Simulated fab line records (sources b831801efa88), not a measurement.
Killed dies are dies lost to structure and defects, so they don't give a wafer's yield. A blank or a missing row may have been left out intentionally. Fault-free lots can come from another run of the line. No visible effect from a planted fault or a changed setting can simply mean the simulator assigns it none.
The same fault as seen by 2 desks	flow sky130	every desk sees just its own numbers, and what lay behind them comes last

## METROLOGY DESK
Means of the sampled wafers that have a number, per lot and without regard to the tool the lot ran on: this is what the gauges read. Marked OUT: a lot whose mean sits more than 4 standard deviations from the usual mean, which makes it out of limits; the brackets give that distance.
Columns: A = LDD_HVP_OVL at SKY_LDD_HVP_OVL_MEAS_07, usual 0.5 nm; B = SD_P_TW at SKY_SD_P_TW_MEAS_11, usual 2823; C = SD_P_RS at SKY_SD_N_RS_MEAS_17, usual 147.5 ohm/sq
lot	first seen here	A	B	C
L987	day 22 06:09	-0.3	2813	147.3
L990	day 23 08:50	-0.2	2842	147.7
L991	day 23 11:38	2.4	2816	146.8
L995	day 25 00:37	-0.4	2867	147.5
L996	day 25 08:44	0.2	2877	143.5 (-11) OUT
L997	day 25 16:58	1.3	2830	147.5
L999	day 26 09:52	2.0	2863	143.2 (-12) OUT
L105	day 28 10:44	2.1	2800	147.8
L107	day 29 01:14	-0.4	2805	147.4
L108	day 29 06:54	-0.9	2818	146.9
Per this desk, out of limits: L996, L999; the first was L996, day 31 10:41 (SD_P_RS at SKY_SD_N_RS_MEAS_17). L987, L990, L991, L995, L997, L105, L107, L108 stayed within limits.

## TOOL OWNER'S DESK, implanter-01
The tool's own readings at SKY_SD_P_IMPLANT_09: means of the sampled wafers that have a number, for each lot that ran on this tool. Marked OUT: a lot whose mean sits more than 4 standard deviations from the usual mean, which makes it out of limits; the brackets give that distance.
Columns: A = beam_energy_keV at SKY_SD_P_IMPLANT_09, usual 19.999
lot	first seen here	A
L987	day 26 02:40	20.001
L990	day 27 04:14	19.994
L996	day 29 02:34	21.209 (+99 or more) OUT
L999	day 30 01:25	21.207 (+99 or more) OUT
L108	day 32 20:01	20.006
This desk's verdict: out of limits on L996, L999, starting with L996 at day 29 02:34 (beam_energy_keV at SKY_SD_P_IMPLANT_09). L987, L990, L108 stayed within limits.

## ALL TOGETHER
At day 29 02:34, on L996, L999, the tool owner's desk was in a position to raise an alarm.
At day 31 10:41 the metrology desk could have sounded an alarm, on L996, L999.
On implanter-01, each named lot ran SKY_SD_P_IMPLANT_09.

## WHAT WAS PUT IN BY THE SIMULATOR
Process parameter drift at SKY_SD_P_IMPLANT_09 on implanter-01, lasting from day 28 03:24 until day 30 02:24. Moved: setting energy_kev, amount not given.
Struck lots among those shown: L996, L999.
Hours from the fault's start to each desk's first reading out of limits: the tool owner's desk, 23; the metrology desk, 79.
